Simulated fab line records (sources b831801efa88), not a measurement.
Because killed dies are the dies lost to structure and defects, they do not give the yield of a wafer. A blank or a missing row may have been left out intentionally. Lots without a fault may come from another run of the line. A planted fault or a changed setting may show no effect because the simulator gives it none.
Problem report, 8D (eight disciplines) form, completed by code	flow sfqLine	the parts of the form that need people (team, actions taken, sign-off) are left out

1. PROBLEM STATEMENT
Mean of spinSpeedRpm at SFQ_TRILAYER_L0_LITHO_COAT_010: 2841.1 rpm across 6 wafers in 2 lots; on wafers with no fault it is 2999.6 rpm (standard deviation 1.9). Measured from the usual mean, that is -83 standard deviations.
The step: resist thk 62 nm.
First seen on wafer L249.2, day 2 18:47, on lithoTrack-04. The record has a number at this step for 42 wafers belonging to 14 lots. Rule for "out" (also "out of limits"): further than 4 standard deviations from the usual mean. All remaining wafers that have a number are taken as sound.

2. WHAT IT IS, WHAT IT ISN'T
question	is	is not
which readings at this step	spinSpeedRpm	resistLineTempC
which lots	L249, L250	L243, L246, L248, L254, L255, L258, L260, L261, L262, L264, L265, L266
which wafers of those lots	all that have a number	-
read on which tools	lithoTrack-04	lithoTrack-02, lithoTrack-03
when	from day 2 18:47	up to then (9 sound wafers); but 27 sound wafers of L254, L255, L258, L260, L261, L262, L264, L265, L266 came after

3. THE SUSPECTS, EACH WITH WHAT RULES IT OUT
Counting: a tool at any process step up to the reading remains a suspect when it ran all the lots that are out and ran no sound lot after the first of those.
- lithoTrack-04 at SFQ_TRILAYER_L0_LITHO_COAT_010 (resist thk 62 nm): ruled out as a lasting fault. The sound lots L262 went through it after L249, its earliest lot that is out (day 2 18:47).
Left after counting: nothing in the record.

4. THE CAUSE (what the simulator had put in)
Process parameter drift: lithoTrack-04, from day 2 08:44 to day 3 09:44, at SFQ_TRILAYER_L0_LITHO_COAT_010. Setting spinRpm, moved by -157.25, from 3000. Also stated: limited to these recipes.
Counting ruled it out, wrongly.

5. THE CHAIN OF EFFECTS, in route order
One row per reading whose mean, taken over the struck wafers that have a number, lies over 3 standard deviations from the usual. Only readings for which the record gives a usual standard deviation are gone through. hours: the time from each lot's start at the first step in this table that gives one to its start at this step, as a median over the lots. sigmas: the change in usual standard deviations.
hours	step	reading	usual	on struck wafers	change	sigmas
0	SFQ_TRILAYER_L0_LITHO_COAT_010	spinSpeedRpm	2999.6 rpm	2841.1	-158.5	-83
It contains these process steps:
- SFQ_TRILAYER_L0_LITHO_COAT_010: resist thk 62 nm.

6. WHAT WOULD HAVE CAUGHT IT SOONER
In this record the first reading out of limits was taken at day 2 18:47, 10 hours after the fault began at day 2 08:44.
